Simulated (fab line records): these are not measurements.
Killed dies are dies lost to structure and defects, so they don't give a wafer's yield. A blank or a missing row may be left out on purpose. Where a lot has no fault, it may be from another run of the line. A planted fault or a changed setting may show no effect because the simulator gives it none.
Split-lot trial    flow sky130    23 wafers read from 5 lots, route of 708 steps

THE SPLIT ITSELF
At SKY_VIA4_CMP_02 (polishes SiO2), the setting leaveAboveRefNm was moved away from the recipe's 580 nm on 6 of the 23 wafers read, by -6.3% to +5.7%. All remaining wafers had this setting at the recipe value.

FROM THE SPLIT TO THE READING: what the file shows between them, 4 steps
- SKY_VIA4_SOFTBAKE_07: time 60 s (also split here: timeS)
- SKY_VIA4_EXPOSE_08: exposes mask VIM4, target cd 800 nm
- SKY_VIA4_PEB_09
- SKY_VIA4_DEVELOP_10: develop time 60 s

THE READING
oesProductAu, in a.u., at SKY_VIA4_ETCH_12 (etches SiO2 in C4F8/O2/Ar, stops on TiN, target depth 580 nm). A value of 0.926 a.u. with a standard deviation of 0.0046 a.u. is what fault-free wafers of this fab line usually give.

wafer   tool, chamber at the split  leaveAboveRefNm as run, nm  against the recipe  oesProductAu, a.u.  against lot-mates on the recipe
L076.1  cmp-01, 1                   558.6                       -3.7%               0.904               -0.020
L076.2  cmp-01, 3                   580                         recipe              0.932               -
L076.3  cmp-01, 2                   580                         recipe              0.924               -
L076.4  cmp-01, 0                   580                         recipe              0.917               -
L076.5  cmp-01, 2                   558.6                       -3.7%               0.906               -0.018
L078.2  cmp-01, 3                   580                         recipe              0.918               -
L078.5  cmp-01, 3                   580                         recipe              0.924               -
L078.6  cmp-01, 0                   580                         recipe              0.926               -
L079.2  cmp-01, 1                   613                         +5.7%               0.949               +0.020
L079.3  cmp-01, 2                   613                         +5.7%               0.955               +0.026
L079.4  cmp-01, 3                   580                         recipe              0.931               -
L079.5  cmp-01, 1                   580                         recipe              0.928               -
L079.6  cmp-01, 2                   580                         recipe              0.928               -
L080.1  cmp-01, 3,2                 580                         recipe              0.923               -
L080.2  cmp-01, 3,2                 580                         recipe              0.929               -
L080.3  cmp-01, 0,1                 580                         recipe              0.933               -
L080.4  cmp-01, 0,1                 580                         recipe              0.928               -
L080.5  cmp-01, 0                   580                         recipe              0.929               -
L085.1  cmp-01, 2                   543.4                       -6.3%               0.888               -0.039
L085.2  cmp-01, 1                   580                         recipe              0.929               -
L085.3  cmp-01, 0                   543.4                       -6.3%               0.892               -0.035
L085.5  cmp-01, 0                   580                         recipe              0.929               -
L085.6  cmp-01, 3                   580                         recipe              0.924               -
If several chambers appear in one row, that row covers several wafers at once and the file leaves open which wafer was in which chamber.

FIT RESULTS
A straight line over all 23 wafers: oesProductAu changes by +0.00526 a.u. for each +1% of leaveAboveRefNm; r = +0.96; the points scatter about the line by 0.0044 a.u.
The same after taking each lot's own level away (the mean of its wafers on the recipe; 23 wafers): +0.00505 a.u. for each +1%; r = +0.96; scatter 0.0041 a.u.
The reading moves by 0.032 a.u. for the largest change in leaveAboveRefNm, on that fit.
The span of the lots' own levels, 0.9227 to 0.9290 a.u., comes to 1.4 times the standard deviation stated above.
The two slopes agree, so the slope changes little with the lot-to-lot level.
Check: -0.0307 a.u. against its lot-mates is what the line predicts for one of the wafers moved furthest among these (-6.3%) when that wafer is left out of the fit. Against them it came out at -0.0393 a.u.

THESE WAFERS: OTHER SPLITS
Before the reading, these wafers also passed through other splits. Each is held against what the fit with the lots' levels taken away leaves over:
other split on the same wafers           wafers away from the commonest value  r with oesProductAu (lot level and that fit taken away)
SKY_CAPM_DEVELOP_11 developTimeS         11                                    -0.11
SKY_CAPM_METAL_ETCH_13 biasW             8                                     +0.06
SKY_VIA3_CMP_02 leaveAboveRefNm          7                                     +0.09
SKY_VIA3_ETCH_14 sourceW                 9                                     -0.04
SKY_VIA3_SPUTTER_20 powerW               5                                     +0.13
SKY_METAL4_SPUTTER_04 chamberPressurePa  10                                    +0.18
SKY_CAP2M_COAT_07 resistThkNm            10                                    -0.07
SKY_CAP2M_METAL_ETCH_13 pressureMtorr    5                                     -0.16
SKY_METAL4_METAL_ETCH_18 icpW            6                                     +0.26
SKY_VIA4_SOFTBAKE_07 timeS               8                                     -0.44

THE WHOLE CHAIN: every reading that the file lists as answering this split, in the file's order
step              what it does                                                  reading                                                                        change (the file's fit)                    r (the file's)
SKY_VIA4_CMP_02   polishes SiO2                                                 SiO2_of_VIA4_HDPCVD_00.thkNm (the simulator's own value, which no gauge read)  +5.83 nm for each +1% of the setting       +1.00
SKY_VIA4_ETCH_12  etches SiO2 in C4F8/O2/Ar, stops on TiN, target depth 580 nm  oesProductAu                                                                   +0.00511 a.u. for each +1% of the setting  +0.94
SKY_VIA4_ETCH_12  etches SiO2 in C4F8/O2/Ar, stops on TiN, target depth 580 nm  VIA4.featureDepthNm (the simulator's own value, which no gauge read)           +5.8 nm for each +1% of the setting        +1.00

FILE'S OWN FIT
oesProductAu changes by +0.00511 a.u. for each +1% of leaveAboveRefNm, r = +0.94.
